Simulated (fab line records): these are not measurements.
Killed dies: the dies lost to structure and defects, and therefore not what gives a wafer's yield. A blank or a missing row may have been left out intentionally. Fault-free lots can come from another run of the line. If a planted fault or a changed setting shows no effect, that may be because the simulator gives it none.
fab line records	flow sky130
record: lots: 14	wafers: 42	lastDay: 50
route steps=708 shown VT_ADJUST_NCORE@129 VT_ADJUST_HVTR@141 SONOS_ONO@171 POLY_GATE@229
lots that met no fault: taken from a fault-free run of the same line
startH: hours from the record's opening day to when the first of the lot's shown wafers began	waitH: hours from the lot's prior step to this one	" identical to the entry in the row above	L1.1+2: several wafers, shown together as one row	- no value present, or no start provided	* or withheld: withheld	< > ~ a bound
route shown NAME@n: NAME is a module with steps in the file, n the number in the route of the first one	usual: mean/standard deviation of fault-free wafers	same: alike in all rows	chamber/n: place in a boat	sites: the reading at each site	_std_site: the standard deviation of these	_edge_site: inner sites' mean taken away from outer sites' mean	radiusMm: how far each site lies from the wafer's centre	mask NAME#n: copy n	behind: the most recent tool/chamber to have shaped the wafer	hold: reason for holding the lot/hours on hold/outcome of the hold	device: the transistor (n, p or np) that didn't switch	end of line: the route-end tests of the same wafers	a step with no rows: only its recipe	killed: dies lost to structure and defects at the first sort, not the wafer's yield	map: per-die view of a wafer (x killed, . not killed, _ where there is no die)
set.NAME: the setting the step ran with; set.NAME@STEP: the setting that earlier step ran with	model.NAME: the simulator's own value behind a step, which no gauge read
route steps across a sampled set of lots; one table per step, one row per wafer
services: the hour from which a tool's chamber was out of use, counted from the record's first day as startH (under 0 if before that day), plus the number of hours and why
== steps ==
step: SKY_VT_ADJUST_NCORE_STRIP_10
recipe: chemistry: O2/N2	powerW: 1400	pressureMtorr: 1500	platenTempC: withheld	o2FlowSccm: 3000	n2FlowSccm: 300	overashFraction: 0.5
usual: chamberPressureMTorr: 1500.1/1.4	drypumpMotorCurrentA: 5.5/0.47	oesProductAu: 0.716/0.0043	stripTimeToEndpointS: 14.20/0.04
lot.wafer	tool	chamber	startH	waitH	chamberPressureMTorr	drypumpMotorCurrentA	oesProductAu	rfHoursCounterH	stripTimeToEndpointS
L367.1	plasmaAsher-01	1	186.36	0.1	1501.6	5.7	0.718	51	14.16
L367.3	"	1	"	"	1499.2	5.7	0.717	-	14.14
L367.6	"	1	"	"	1501.6	5.7	0.713	-	14.13
L369.1	plasmaAsher-02	0	196.18	0.1	1498.3	4.9	0.726	39	14.18
L369.2	"	1	"	"	1498.2	6.1	0.719	39	14.12
L369.4	"	1	"	"	1499.3	6.1	0.712	-	14.16
L370.1	plasmaAsher-03	0	199.16	0.1	1498.0	5.3	0.718	46	14.24
L370.4	"	0	"	"	1502.5	5.3	0.723	-	14.23
L370.6	"	0	"	"	1501.5	5.3	0.716	-	14.25
L371.1	plasmaAsher-02	1	207.83	0.1	1500.8	6.1	0.717	40	14.21
L371.3	"	0	"	"	1499.8	4.9	0.711	-	14.24
L371.6	"	0	"	"	1501.6	4.9	0.716	-	14.25
L372.1	plasmaAsher-02	0	216.51	0.1	1499.9	4.9	0.715	41	14.21
L372.4	"	0	"	"	1500.5	4.9	0.713	-	14.22
L372.6	"	0	"	"	1499.9	4.9	0.714	-	14.22
L373.1	plasmaAsher-01	1	227.29	0.2	1499.9	5.7	0.712	55	14.17
L373.2	"	0	"	"	1499.8	6.1	0.714	55	14.23
L373.6	"	0	"	"	1497.8	6.1	0.713	-	14.19
L374.1	plasmaAsher-02	0	231.99	0.1	1502.8	4.9	0.716	42	14.19
L374.4	"	1	"	"	1498.0	6.1	0.720	-	14.22
L374.5	"	1	"	"	1502.1	6.2	0.714	-	14.21
L375.3	plasmaAsher-03	1	235.93	0.1	1499.1	5.2	0.718	-	14.19
L375.5	"	1	"	"	1501.8	5.2	0.712	-	14.15
L375.6	"	0	"	"	1501.2	5.3	0.710	-	14.16
L384.2	plasmaAsher-03	1	303.71	0.1	1498.0	5.3	0.721	56	14.14
L384.4	"	0	"	"	1499.9	5.2	0.705	-	14.15
L384.6	"	0	"	"	1500.6	5.3	0.719	-	14.18
L385.1	plasmaAsher-02	0	316.26	0.1	1498.5	4.9	0.712	51	14.26
L385.4	"	0	"	"	1502.0	4.9	0.717	-	14.24
L385.5	"	1	"	"	1499.0	6.2	0.715	-	14.21
L386.2	plasmaAsher-01	1	322.59	0.1	1499.7	5.7	0.717	64	14.20
L386.3	"	1	"	"	1498.6	5.7	0.712	-	14.20
L386.5	"	0	"	"	1502.0	6.1	0.711	-	14.23
L387.1	plasmaAsher-03	0	328.76	0.1	1500.1	5.3	0.720	59	14.24
L387.4	"	1	"	"	1502.3	5.2	0.711	-	14.26
L387.5	"	0	"	"	1497.6	5.3	0.725	-	14.26
L388.2	plasmaAsher-01	0	334.19	0.1	1499.3	6.1	0.709	65	14.16
L388.4	"	1	"	"	1500.4	5.7	0.719	-	14.18
L388.5	"	1	"	"	1499.9	5.7	0.718	-	14.17
L390.1	plasmaAsher-03	1	345.58	0.1	1502.7	5.3	0.716	60	14.16
L390.4	"	1	"	"	1501.6	5.3	0.718	-	14.15
L390.5	"	1	"	"	1499.1	5.3	0.719	-	14.15
step: SKY_VT_ADJUST_HVTR_STRIP_10
recipe: chemistry: O2/N2	powerW: 1400	pressureMtorr: 1500	platenTempC: withheld	o2FlowSccm: 3000	n2FlowSccm: 300	overashFraction: 0.5
usual: chamberPressureMTorr: 1500.1/1.4	drypumpMotorCurrentA: 5.5/0.53	oesProductAu: 0.715/0.0046	stripTimeToEndpointS: 14.19/0.036
lot.wafer	tool	chamber	startH	waitH	chamberPressureMTorr	drypumpMotorCurrentA	oesProductAu	rfHoursCounterH	stripTimeToEndpointS
L367.1	plasmaAsher-04	1	208.06	0.1	1496.8	5.5	0.720	9	14.21
L367.3	"	0	"	"	1499.2	6.6	0.721	-	14.20
L367.6	"	0	"	"	1499.8	6.6	0.718	-	14.23
L369.1	plasmaAsher-03	0	218.19	0.1	1500.6	5.3	0.720	48	14.23
L369.2	"	1	"	"	1500.6	5.3	0.716	48	14.19
L369.4	"	0	"	"	1501.9	5.3	0.712	-	14.22
L370.1	plasmaAsher-03	0	222.29	0.1	1498.1	5.3	0.712	49	14.19
L370.4	"	0	"	"	1501.7	5.3	0.713	-	14.17
L370.6	"	1	"	"	1499.6	5.2	0.716	-	14.19
L371.1	plasmaAsher-03	1	230.61	0.1	1499.1	5.2	0.715	49	14.22
L371.3	"	0	"	"	1498.4	5.3	0.714	-	14.26
L371.6	"	1	"	"	1499.8	5.3	0.714	-	14.20
L372.1	plasmaAsher-02	1	239.14	0.1	1499.0	6.2	0.707	43	14.20
L372.4	"	0	"	"	1502.2	4.9	0.710	-	14.18
L372.6	"	0	"	"	1500.3	4.9	0.707	-	14.19
L373.1	plasmaAsher-03	0	248.74	0.1	1500.7	5.3	0.716	51	14.20
L373.2	"	1	"	"	1500.8	5.2	0.713	51	14.17
L373.6	"	1	"	"	1499.5	5.2	0.722	-	14.15
L374.1	plasmaAsher-04	0	255.51	0.1	1499.2	6.6	0.717	13	14.15
L374.4	"	0	"	"	1499.9	6.6	0.710	-	14.14
L374.5	"	0	"	"	1500.3	6.6	0.714	-	14.20
L375.3	plasmaAsher-03	0	259.19	0.1	1499.7	5.2	0.714	-	14.14
L375.5	"	1	"	"	1500.4	5.2	0.716	-	14.10
L375.6	"	0	"	"	1501.4	5.3	0.715	-	14.22
L384.2	plasmaAsher-02	1	330.89	0.1	1500.6	6.2	0.714	52	14.20
L384.4	"	1	"	"	1500.6	6.1	0.711	-	14.16
L384.6	"	1	"	"	1497.4	6.1	0.716	-	14.15
L385.1	plasmaAsher-04	1	343.56	0.1	1501.5	5.5	0.721	23	14.23
L385.4	"	0	"	"	1500.8	6.6	0.714	-	14.28
L385.5	"	0	"	"	1498.3	6.6	0.718	-	14.25
L386.2	plasmaAsher-03	1	349.86	0.1	1499.7	5.2	0.713	61	14.18
L386.3	"	0	"	"	1500.2	5.3	0.714	-	14.13
L386.5	"	1	"	"	1500.8	5.2	0.719	-	14.15
L387.1	plasmaAsher-03	0	356.66	0.1	1499.8	5.3	0.721	62	14.19
L387.4	"	0	"	"	1499.2	5.3	0.708	-	14.19
L387.5	"	1	"	"	1500.0	5.3	0.715	-	14.17
L388.2	plasmaAsher-03	0	362.19	0.1	1501.1	5.3	0.718	62	14.20
L388.4	"	1	"	"	1498.6	5.3	0.709	-	14.19
L388.5	"	1	"	"	1497.3	5.2	0.723	-	14.13
L390.1	plasmaAsher-02	0	374.11	0.1	1500.5	4.9	0.710	55	14.16
L390.4	"	0	"	"	1500.3	4.9	0.720	-	14.21
L390.5	"	1	"	"	1499.0	6.1	0.720	-	14.18
step: SKY_SONOS_ONO_THK_MEAS_03
recipe: reads: Si3N4_of_SONOS_ONO_CVD_02
usual: SONOS_ONO_CVD_02_THK: 10.53/0.15
lot.wafer	tool	chamber	startH	waitH	SONOS_ONO_CVD_02_THK[nm]
L367.1	filmMetro-02	-	255.64	0.0	10.70
L367.3	"	-	"	"	10.62
L367.6	"	-	"	"	10.64
L369.1	filmMetro-01	-	271.46	0.0	10.39
L369.2	"	-	"	"	10.57
L369.4	"	-	"	"	10.48
L370.1	filmMetro-02	-	277.48	0.0	10.59
L370.4	"	-	"	"	10.58
L370.6	"	-	"	"	10.55
L371.1	filmMetro-02	-	282.71	0.0	10.27
L371.3	"	-	"	"	10.48
L371.6	"	-	"	"	10.40
L372.1	filmMetro-01	-	293.41	0.0	10.62
L372.4	"	-	"	"	10.67
L372.6	"	-	"	"	10.59
L373.1	filmMetro-01	-	303.43	0.0	10.61
L373.2	"	-	"	"	10.49
L373.6	"	-	"	"	10.59
L374.1	filmMetro-02	-	309.53	0.0	10.87
L374.4	"	-	"	"	10.97
L374.5	"	-	"	"	10.90
L375.3	filmMetro-01	-	313.00	0.0	10.47
L375.5	"	-	"	"	10.51
L375.6	"	-	"	"	10.38
L384.2	filmMetro-01	-	391.71	0.0	10.56
L384.4	"	-	"	"	10.58
L384.6	"	-	"	"	10.60
L385.1	filmMetro-02	-	405.94	0.0	10.47
L385.4	"	-	"	"	10.55
L385.5	"	-	"	"	10.41
L386.2	filmMetro-02	-	412.42	0.0	10.60
L386.3	"	-	"	"	10.64
L386.5	"	-	"	"	10.80
L387.1	filmMetro-02	-	423.26	0.0	10.45
L387.4	"	-	"	"	10.41
L387.5	"	-	"	"	10.42
L388.2	filmMetro-04	-	430.26	0.0	10.50
L388.4	"	-	"	"	10.70
L388.5	"	-	"	"	10.58
L390.1	filmMetro-02	-	439.38	0.0	10.67
L390.4	"	-	"	"	10.60
L390.5	"	-	"	"	10.52
step: SKY_POLY_GATE_ETCH_15
recipe: chemistry: N2/H2	target: BARC	ionEnergyEv: 200	sourceW: 500	biasW: 100	pressureMtorr: 30	n2FlowSccm: 100	h2FlowSccm: 200	stopOn: SiO2	timeS: 118.5	targetDepthA: 1100
usual: biasW: 100.0/0.33	chamberPressureMTorr: 29.999/0.027	drypumpMotorCurrentA: 5.7/0.42	oesProductAu: 0.716/0.0045	throttleValvePct: 13.213/0.0093
lot.wafer	tool	chamber	startH	waitH	biasW	chamberPressureMTorr	drypumpMotorCurrentA	oesProductAu	rfHoursCounterH	throttleValvePct
L367.1	rieDiel-04	3	372.76	0.0	100.3	30.015	5.8	0.720	65	13.217
L367.3	"	2	"	"	99.8	30.029	6.0	0.710	64	13.205
L367.6	"	2	"	"	100.3	29.971	6.0	0.718	-	13.221
L369.1	rieDiel-02	2	388.21	0.0	100.1	30.030	6.0	0.712	63	13.208
L369.2	"	0	"	"	99.8	30.011	4.8	0.712	3	13.227
L369.4	"	1	"	"	100.1	30.025	5.8	0.718	33	13.224
L371.1	rieDiel-04	1	403.36	0.0	99.7	29.993	5.7	0.714	6	13.211
L371.3	"	2	"	"	100.2	30.031	6.0	0.708	65	13.232
L371.6	"	1	"	"	99.3	30.029	5.7	0.715	-	13.209
L370.1	rieDiel-03	0	403.72	0.0	99.9	29.994	5.6	0.717	7	13.202
L370.4	"	1	"	"	100.0	30.003	5.2	0.717	-	13.235
L370.6	"	2	"	"	100.2	30.028	6.3	0.718	-	13.211
L372.1	rieDiel-02	1	417.36	0.0	100.1	29.999	5.8	0.717	34	13.221
L372.4	"	2	"	"	100.1	29.970	6.0	0.709	63	13.194
L372.6	"	2	"	"	100.2	29.995	6.0	0.714	-	13.203
L373.1	rieDiel-03	3	424.96	0.0	100.1	29.972	5.1	0.722	105	13.188
L373.2	"	1	"	"	99.9	29.998	5.2	0.713	2	13.206
L373.6	"	1	"	"	99.9	30.016	5.2	0.719	-	13.205
L374.1	rieDiel-02	2	434.86	0.0	-	-	-	-	-	-
L374.4	"	0	"	"	-	-	-	-	-	-
L374.5	"	3	"	"	-	-	-	-	-	-
L375.3	rieDiel-04	3	438.31	0.0	-	-	-	-	-	-
L375.5	"	0	"	"	-	-	-	-	-	-
L375.6	"	3	"	"	-	-	-	-	-	-
L384.2	rieDiel-04	3	522.85	0.0	100.0	30.003	5.8	0.711	68	13.199
L384.4	"	2	"	"	99.9	29.978	6.0	0.716	67	13.205
L384.6	"	3	"	"	100.5	30.035	5.8	0.717	-	13.189
L385.1	rieDiel-03	2	536.10	0.0	100.2	30.043	6.3	0.721	5	13.224
L385.4	"	3	"	"	100.7	29.997	5.1	0.716	2	13.220
L385.5	"	1	"	"	100.2	29.989	5.2	0.716	-	13.215
L386.2	rieDiel-03	3	545.45	0.0	99.6	29.958	5.1	0.716	2	13.230
L386.3	"	2	"	"	100.6	30.028	6.3	0.711	5	13.226
L386.5	"	3	"	"	100.0	30.032	5.2	0.721	-	13.217
L387.1	rieDiel-02	1	559.60	0.0	99.6	30.000	5.9	0.715	37	13.216
L387.4	"	2	"	"	100.0	30.027	6.0	0.718	66	13.212
L387.5	"	1	"	"	99.8	29.948	5.8	0.718	-	13.224
L390.1	rieDiel-02	1	572.76	0.0	100.5	29.998	5.8	0.726	37	13.215
L390.4	"	3	"	"	99.4	29.995	6.3	0.715	46	13.212
L390.5	"	1	"	"	100.7	29.999	5.8	0.716	-	13.217
L388.2	rieDiel-04	0	573.58	0.0	99.9	30.025	5.6	0.714	71	13.204
L388.4	"	1	"	"	99.7	30.026	5.7	0.718	9	13.214
L388.5	"	3	"	"	99.8	29.968	5.8	0.716	-	13.226
step: SKY_POLY_GATE_ETCH_16
recipe: stopOn: poly-Si	chemistry: CH3F/O2	target: Si3N4	sourceW: 400	biasW: 80	pressureMtorr: 25	ch3fFlowSccm: 40	O2_flow_sccm: 30	timeS: 147.5	targetDepthA: 750
usual: O2_flow_sccm: 29.99/0.088	biasW: 80.03/0.24	chamberPressureMTorr: 24.999/0.025	drypumpMotorCurrentA: 5.7/0.42	oesProductAu: 0.641/0.0048	throttleValvePct: 10.535/0.0094
lot.wafer	tool	chamber	startH	waitH	O2_flow_sccm	biasW	chamberPressureMTorr	drypumpMotorCurrentA	oesProductAu	rfHoursCounterH	throttleValvePct
L367.1	rieDiel-04	3	372.85	0.0	30.09	79.95	25.042	5.8	0.632	65	10.546
L367.3	"	2	"	"	29.93	79.95	25.017	6.0	0.641	64	10.536
L367.6	"	2	"	"	30.05	79.65	25.024	6.0	0.643	-	10.547
L369.1	rieDiel-02	2	388.29	0.0	30.08	80.29	24.984	6.0	0.649	63	10.517
L369.2	"	0	"	"	30.06	80.21	24.977	4.8	0.638	3	10.539
L369.4	"	1	"	"	29.83	79.92	25.019	5.8	0.642	33	10.534
L371.1	rieDiel-04	1	403.45	0.0	29.94	80.12	25.022	5.7	0.634	6	10.518
L371.3	"	2	"	"	29.94	79.95	24.986	6.0	0.638	65	10.525
L371.6	"	1	"	"	29.90	79.90	24.964	5.7	0.641	-	10.545
L370.1	rieDiel-03	0	403.81	0.0	30.07	79.92	24.978	5.6	0.654	7	10.547
L370.4	"	1	"	"	29.94	79.64	25.012	5.2	0.644	-	10.538
L370.6	"	2	"	"	30.06	80.10	25.008	6.3	0.641	-	10.522
L372.1	rieDiel-02	1	417.45	0.0	29.94	79.76	25.021	5.9	0.646	34	10.539
L372.4	"	2	"	"	29.94	79.62	25.019	6.0	0.637	63	10.525
L372.6	"	2	"	"	30.19	80.09	25.002	6.0	0.641	-	10.526
L373.1	rieDiel-03	3	425.04	0.0	29.90	80.42	25.033	5.1	0.650	105	10.532
L373.2	"	1	"	"	30.09	79.84	24.962	5.2	0.644	2	10.525
L373.6	"	1	"	"	30.01	80.17	24.967	5.2	0.646	-	10.528
L374.1	rieDiel-02	2	434.94	0.0	29.88	79.57	25.004	6.0	0.370	64	10.494
L374.4	"	0	"	"	30.03	79.81	25.039	4.8	0.375	4	10.487
L374.5	"	3	"	"	29.98	80.50	24.947	6.3	0.373	-	10.492
L375.3	rieDiel-04	3	438.39	0.0	30.05	80.31	25.002	5.8	0.369	66	10.494
L375.5	"	0	"	"	29.98	80.14	24.967	5.5	0.384	-	10.507
L375.6	"	3	"	"	29.95	80.01	25.021	5.8	0.372	-	10.504
L384.2	rieDiel-04	3	522.94	0.0	29.99	80.07	25.020	5.8	0.629	68	10.529
L384.4	"	2	"	"	30.02	80.19	25.022	6.0	0.638	67	10.543
L384.6	"	3	"	"	30.05	80.35	24.976	5.8	0.637	-	10.541
L385.1	rieDiel-03	2	536.19	0.0	29.90	80.08	25.007	6.3	0.632	5	10.534
L385.4	"	3	"	"	29.87	80.12	25.035	5.1	0.646	2	10.538
L385.5	"	1	"	"	30.14	80.09	24.987	5.2	0.642	-	10.540
L386.2	rieDiel-03	3	545.54	0.0	30.18	80.23	25.003	5.1	0.639	2	10.552
L386.3	"	2	"	"	29.97	79.73	25.014	6.3	0.643	5	10.534
L386.5	"	3	"	"	30.07	80.04	25.010	5.1	0.636	-	10.538
L387.1	rieDiel-02	1	559.69	0.0	30.01	79.93	24.977	5.8	0.635	37	10.534
L387.4	"	2	"	"	29.92	80.08	24.999	6.0	0.642	66	10.526
L387.5	"	1	"	"	30.08	79.70	25.025	5.8	0.635	-	10.535
L390.1	rieDiel-02	1	572.84	0.0	29.95	80.22	25.006	5.8	0.640	37	10.531
L390.4	"	3	"	"	30.16	79.99	24.976	6.3	0.646	46	10.534
L390.5	"	1	"	"	30.07	79.67	25.005	5.9	0.651	-	10.535
L388.2	rieDiel-04	0	573.67	0.0	29.96	80.13	24.995	5.6	0.634	71	10.536
L388.4	"	1	"	"	30.09	80.06	24.955	5.7	0.640	9	10.518
L388.5	"	3	"	"	29.99	79.80	25.030	5.8	0.635	-	10.547
step: SKY_POLY_GATE_ETCH_17
recipe: targetDepthNm: 180	stopOn: SiO2	overEtchFrac: 0.56667	chemistry: HBr/Cl2	target: poly-Si	icpW: 400	biasW: 100	pressureMtorr: 10	HBr_flow_sccm: 150	Cl2_flow_sccm: 50	timeS: 70.5
usual: HBr_flow_sccm: 150.0/0.48	biasW: 99.97/0.28	chamberPressureMTorr: 10.000/0.0089	drypumpMotorCurrentA: 6.0/0.3	heBacksideLeakSccm: 2.7/0.32	oesProductAu: 0.992/0.0095	throttleValvePct: 33.684/0.0092
lot.wafer	tool	chamber	startH	waitH	HBr_flow_sccm	biasW	chamberPressureMTorr	drypumpMotorCurrentA	heBacksideLeakSccm	oesProductAu	rfHoursCounterH	throttleValvePct
L367.1	rieSi-01	1	372.94	0.0	149.9	99.57	10.005	6.1	2.9	0.998	1.6	33.691
L367.3	"	2	"	"	150.4	100.19	10.007	6.0	2.5	0.988	0.3	33.673
L367.6	"	3	"	"	150.1	100.03	10.013	5.7	3.0	1.014	-	33.678
L369.1	rieSi-01	0	388.39	0.0	150.9	100.12	9.991	5.9	3.0	1.008	6.4	33.684
L369.2	"	2	"	"	149.8	99.59	9.987	6.0	2.6	1.004	0.5	33.682
L369.4	"	3	"	"	150.3	100.11	9.991	5.8	3.0	1.001	2.2	33.684
L371.1	rieSi-02	0	403.54	0.0	150.3	100.09	9.997	6.5	2.3	0.984	1.9	33.691
L371.3	"	1	"	"	150.1	99.77	10.007	6.1	2.6	1.008	1.7	33.680
L371.6	"	3	"	"	149.7	100.21	10.004	5.5	2.4	1.001	-	33.698
L370.1	rieSi-01	3	403.90	0.0	150.0	100.21	9.987	5.8	2.8	1.006	2.4	33.691
L370.4	"	2	"	"	149.8	99.71	9.992	6.0	2.5	1.009	0.7	33.692
L370.6	"	3	"	"	149.8	100.30	10.010	5.8	2.7	1.004	-	33.681
L372.1	rieSi-01	2	417.54	0.0	149.5	99.85	10.017	6.0	2.4	0.995	0.8	33.685
L372.4	"	0	"	"	149.8	100.65	9.998	5.9	2.7	0.991	6.6	33.681
L372.6	"	1	"	"	149.1	100.02	9.997	6.1	2.9	0.988	-	33.680
L373.1	rieSi-02	0	425.14	0.0	150.3	100.33	10.009	6.4	2.3	0.970	2.2	33.694
L373.2	"	3	"	"	149.4	100.31	10.001	5.6	2.4	0.988	5.8	33.687
L373.6	"	3	"	"	149.4	100.37	9.995	5.6	2.3	0.979	-	33.690
L374.1	rieSi-01	2	435.04	0.0	150.1	99.70	9.996	6.0	2.5	0.274	1.0	33.674
L374.4	"	0	"	"	149.6	100.08	9.987	5.9	2.8	0.274	6.7	33.684
L374.5	"	0	"	"	150.1	100.12	9.989	5.9	2.7	0.277	-	33.685
L375.3	rieSi-02	1	438.49	0.0	149.4	99.88	10.011	6.0	2.4	0.273	2.0	33.678
L375.5	"	2	"	"	150.0	100.03	10.005	6.6	2.9	0.276	-	33.681
L375.6	"	1	"	"	150.1	100.02	9.995	6.0	2.5	0.269	-	33.691
L384.2	rieSi-01	0	523.04	0.0	150.2	99.96	9.998	5.9	2.8	0.995	7.2	33.674
L384.4	"	2	"	"	149.6	99.82	10.001	6.0	2.6	1.001	1.5	33.697
L384.6	"	2	"	"	149.9	99.71	9.994	6.0	2.6	1.005	-	33.691
L385.1	rieSi-02	2	536.29	0.0	150.3	99.93	10.001	6.6	2.8	0.982	2.9	33.683
L385.4	"	0	"	"	150.1	99.82	10.013	6.4	2.6	0.978	2.6	33.688
L385.5	"	3	"	"	150.3	99.78	10.000	5.5	2.5	0.999	-	33.681
L386.2	rieSi-01	1	545.64	0.0	149.6	100.31	9.991	6.1	2.8	0.985	2.8	33.681
L386.3	"	2	"	"	149.7	100.49	10.006	6.0	2.5	0.993	1.6	33.676
L386.5	"	2	"	"	149.7	100.31	9.987	6.0	2.6	0.991	-	33.670
L387.1	rieSi-02	1	559.79	0.0	150.3	99.86	9.997	6.1	2.5	0.993	2.5	33.664
L387.4	"	3	"	"	150.1	99.91	10.002	5.5	2.4	0.987	6.3	33.695
L387.5	"	0	"	"	150.6	99.65	9.997	6.4	2.3	0.983	-	33.686
L390.1	rieSi-01	0	572.94	0.0	150.1	99.85	10.026	5.9	2.9	0.999	7.3	33.671
L390.4	"	3	"	"	150.8	100.28	9.989	5.7	2.9	1.000	3.1	33.663
L390.5	"	1	"	"	150.5	99.77	10.001	6.1	2.8	0.993	-	33.705
L388.2	rieSi-02	0	573.76	0.0	149.9	100.06	9.991	6.4	2.4	0.987	2.7	33.692
L388.4	"	3	"	"	148.8	99.93	10.009	5.5	2.4	0.981	6.3	33.690
L388.5	"	2	"	"	149.9	99.74	10.008	6.6	3.1	0.990	-	33.694
step: SKY_POLY_GATE_CD_MEAS_22
usual: cdNm: 150.9/2.4
lot.wafer	tool	chamber	startH	waitH	cdNm
L367.1	cdSem-02	-	375.23	0.1	147.4
L367.3	"	-	"	"	148.4
L367.6	"	-	"	"	148.3
L369.1	cdSem-01	-	391.57	0.1	152.3
L369.2	"	-	"	"	151.3
L369.4	"	-	"	"	149.5
L371.1	cdSem-02	-	405.40	0.1	157.0
L371.3	"	-	"	"	150.4
L371.6	"	-	"	"	153.4
L370.1	cdSem-02	-	406.29	0.1	151.6
L370.4	"	-	"	"	153.4
L370.6	"	-	"	"	150.3
L372.1	cdSem-01	-	424.49	0.1	154.0
L372.4	"	-	"	"	150.1
L372.6	"	-	"	"	150.2
L373.1	cdSem-01	-	430.14	0.1	152.9
L373.2	"	-	"	"	149.6
L373.6	"	-	"	"	152.2
L374.1	cdSem-01	-	437.23	0.1	-
L374.4	"	-	"	"	-
L374.5	"	-	"	"	-
L375.3	cdSem-01	-	440.06	0.1	-
L375.5	"	-	"	"	-
L375.6	"	-	"	"	-
L384.2	cdSem-02	-	524.69	0.1	149.8
L384.4	"	-	"	"	154.1
L384.6	"	-	"	"	152.8
L385.1	cdSem-02	-	537.89	0.1	149.0
L385.4	"	-	"	"	153.0
L385.5	"	-	"	"	151.0
L386.2	cdSem-01	-	547.18	0.1	152.6
L386.3	"	-	"	"	154.0
L386.5	"	-	"	"	153.9
L387.1	cdSem-01	-	561.30	0.1	149.1
L387.4	"	-	"	"	146.0
L387.5	"	-	"	"	151.4
L390.1	cdSem-02	-	574.57	0.2	155.5
L390.4	"	-	"	"	155.3
L390.5	"	-	"	"	153.7
L388.2	cdSem-02	-	575.74	0.1	151.6
L388.4	"	-	"	"	148.7
L388.5	"	-	"	"	148.9
== services ==
tool	chamber	startH	hours	kind
rieDiel-03	0	168.44	15.0	repair
rieDiel-02	-	179.97	4.0	pm
rieDiel-02	-	191.38	14.6	pm
rieDiel-04	2	198.56	4.5	repair
rieDiel-04	-	222.65	2.8	pm
rieDiel-02	3	223.06	15.8	repair
rieDiel-04	3	227.90	7.2	repair
rieDiel-04	1	228.09	2.7	repair
plasmaAsher-03	-	247.85	0.8	repair
rieDiel-02	-	252.71	1.7	repair
rieSi-01	3	262.15	3.9	repair
plasmaAsher-03	-	271.01	0.4	repair
rieSi-01	1	299.81	1.6	repair
rieDiel-02	-	304.17	0.3	repair
rieDiel-04	3	312.43	4.4	repair
plasmaAsher-02	-	323.51	1.4	repair
rieDiel-04	-	333.23	4.0	pm
rieDiel-02	-	341.00	0.2	repair
plasmaAsher-03	-	431.69	1.5	repair
rieDiel-02	1	451.32	5.1	repair
plasmaAsher-03	-	459.36	1.6	repair
plasmaAsher-03	-	460.97	4.3	pm
rieDiel-02	3	498.20	11.0	repair
rieDiel-04	-	512.58	0.4	repair
== key ==
firstSign: step: SKY_POLY_GATE_ETCH_15	reading: toolRecord	direction: missing
effect: step: SKY_POLY_GATE_ETCH_16	reading: oesProductAu	direction: down	sigmas: 55	usual: 0.641	struck: 0.374
effect: step: SKY_POLY_GATE_ETCH_17	reading: oesProductAu	direction: down	sigmas: 76	usual: 0.992	struck: 0.274
effect: step: SKY_POLY_GATE_CD_MEAS_22	reading: cdNm	direction: missing
metAt SKY_POLY_GATE_ETCH_15
struckLots L374,L375
laterRowsLeftOut L374.1,L374.4,L374.5,L375.3,L375.5,L375.6
sortLeftOut L374.1,L374.4,L374.5,L375.3,L375.5,L375.6
testerLeftOut L374,L375
notActingAt SKY_VT_ADJUST_NCORE_STRIP_10,SKY_VT_ADJUST_HVTR_STRIP_10,SKY_SONOS_ONO_THK_MEAS_03
onsetBetween 417.36 434.86
fault: kind: skippedStepWhole	tool: rieDiel-02,rieDiel-04	chamber: -	onsetH: 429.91	steps: SKY_POLY_GATE_ETCH_15	scope: struckLotsOnly
testerLeftOut: of these lots the tester's yield and bins aren't shown, on N5 and GAA mostly nor the transistor test; their killed dies are dies lost to structure and defects alone, not to doping, threshold or leakage, so they don't give the yield
sortLeftOut: the simulated sort isn't trusted on such a fault, so these wafers' sort isn't shown, and their yield isn't known
laterRowsLeftOut: the simulator's readings of these wafers behind a module that went badly wrong aren't trusted and aren't shown, but for the sort
